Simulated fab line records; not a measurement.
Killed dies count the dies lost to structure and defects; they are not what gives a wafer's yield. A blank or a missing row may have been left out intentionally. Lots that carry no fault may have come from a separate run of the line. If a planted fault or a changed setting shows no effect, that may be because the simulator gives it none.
Which of the tools did it?	flow sky130	Sampling: 13 lots, 39 wafers, 3 of 708 route steps

WHAT THE GAUGES READ, wafer by wafer
SKY_LDD_HVN_TW_MEAS_10.
lot	measured	on	LDD_HVN_TW
L944	day 21 09:03	film metro-03	1425 1432 1425
L945	day 22 04:43	film metro-03	1418 1428 1426
L946	day 22 05:25	film metro-03	1430 1429 1426
L947	day 22 20:14	film metro-04	1411 1403 1409
L949	day 23 16:43	film metro-04	1417 1412 1414
L951	day 24 22:08	film metro-04	1416 1411 1411
L953	day 25 09:31	film metro-03	1425 1419 1425
L955	day 25 19:46	film metro-02	1433 1436 1441
L959	day 27 00:34	film metro-02	1424 1432 1427
L960	day 27 07:52	film metro-03	1419 1421 1427
L961	day 27 11:59	film metro-03	1422 1417 1414
L962	day 28 12:27	film metro-04	1407 1407 1413
L964	day 28 12:35	film metro-03	1424 1423 1417

SKY_LI_CONTACT_RS_MEAS_22: uses a four-point probe to measure.
lot	measured	on	LI_CONTACT_W_RS (ohm/sq)
L944	day 30 07:16	film metro-03	0.287 0.284 0.288
L945	day 31 01:12	film metro-04	0.286 0.285 0.287
L946	day 31 01:33	film metro-02	0.279 0.284 0.283
L947	day 31 13:17	film metro-03	0.283 0.284 0.284
L949	day 32 08:25	film metro-03	0.286 0.287 0.289
L951	day 33 10:47	film metro-02	0.291 0.287 0.292
L953	day 33 20:52	film metro-03	0.283 0.281 0.281
L955	day 34 07:34	film metro-02	0.290 0.283 0.288
L959	day 35 07:40	film metro-04	0.292 0.299 0.293
L960	day 35 13:22	film metro-03	0.286 0.282 0.282
L961	day 35 19:32	film metro-04	0.283 0.283 0.288
L962	day 36 19:02	film metro-02	0.286 0.280 0.282
L964	day 36 23:38	film metro-03	0.290 0.281 0.287

WHAT TOOL EACH LOT RAN ON (gives the tool, then ch and the chambers of the sampled wafers, and finally the start)
lot	SKY_VT_ADJUST_HVTP_IMPLANT_09
L944	implanter-01 ch 0, day 6 20:10
L945	implanter-04 ch 0, day 7 02:12
L946	implanter-04 ch 0, day 7 06:24
L947	implanter-03 ch 0, day 7 11:37
L949	implanter-01 ch 0, day 8 05:49
L951	implanter-01 ch 0, day 9 05:05
L953	implanter-01 ch 0, day 9 12:47
L955	implanter-03 ch 0, day 9 18:24
L959	implanter-01 ch 0, day 10 18:41
L960	implanter-04 ch 0, day 11 02:20
L961	implanter-04 ch 0, day 11 10:18
L962	implanter-04 ch 0, day 11 15:17
L964	implanter-04 ch 0, day 12 02:26
- SKY_VT_ADJUST_HVTP_IMPLANT_09

WHAT THE TOOLS THEMSELVES READ (means of the sampled wafers that have a number; where no wafer has one, the mark that the record gives instead)
SKY_VT_ADJUST_HVTP_IMPLANT_09.
lot	tool	beam energy keV
L944	implanter-01	149.99
L945	implanter-04	150.00
L946	implanter-04	150.03
L947	implanter-03	150.05
L949	implanter-01	149.94
L951	implanter-01	149.97
L953	implanter-01	160.03
L955	implanter-03	149.99
L959	implanter-01	160.00
L960	implanter-04	149.96
L961	implanter-04	149.99
L962	implanter-04	150.04
L964	implanter-04	149.98

THE ANSWER, worked out from the rows above alone
Rule: the lots themselves supply what counts as usual. The widest of any qualifying gaps counts: lots, ordered by their means at a reading, are off when they make up no more than a third of the lots, leave a main group of 4 or more, and stand apart from it by 3 or more times the standard deviation of that group's means. If all means in a main group match to the digits the tables above print for the reading, that group is not used. A lot without any number at a reading at which 4 lots or more have one is off too. All remaining lots with rows at the step are treated as sound. Order of review: gauges by route order, followed by the tools' own readings, for which a lot's mean as printed above is used. The first step at which some lot is off is used, and at that step the reading that is off furthest; a lot without a number counts as furthest.
Off at SKY_VT_ADJUST_HVTP_IMPLANT_09 (beam energy keV): L953, L959. The main group has a mean of 149.99 with a standard deviation of 0.032.
A tool fits if, at that step or a process step before it, it ran every lot that is off, and no sound lot after the first of them. One fits: SKY_VT_ADJUST_HVTP_IMPLANT_09 on implanter-01. Its last sound lot is L951 (day 9 05:05), its first lot that is off L953 (day 9 12:47): a fault that began between those two fits.
The tool's own readings at SKY_VT_ADJUST_HVTP_IMPLANT_09 bear it out: on the lots that are off they differ by more than 5 times the standard deviation of the sound lots' means. beam energy keV reads 160.01 there against 149.99 on the sound lots.

WHAT HAD BEEN PUT IN BY THE SIMULATOR
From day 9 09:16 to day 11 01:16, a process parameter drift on implanter-01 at SKY_VT_ADJUST_HVTP_IMPLANT_09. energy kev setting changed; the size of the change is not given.
Struck lots among those shown: L953, L959. Same finding as the rule above.
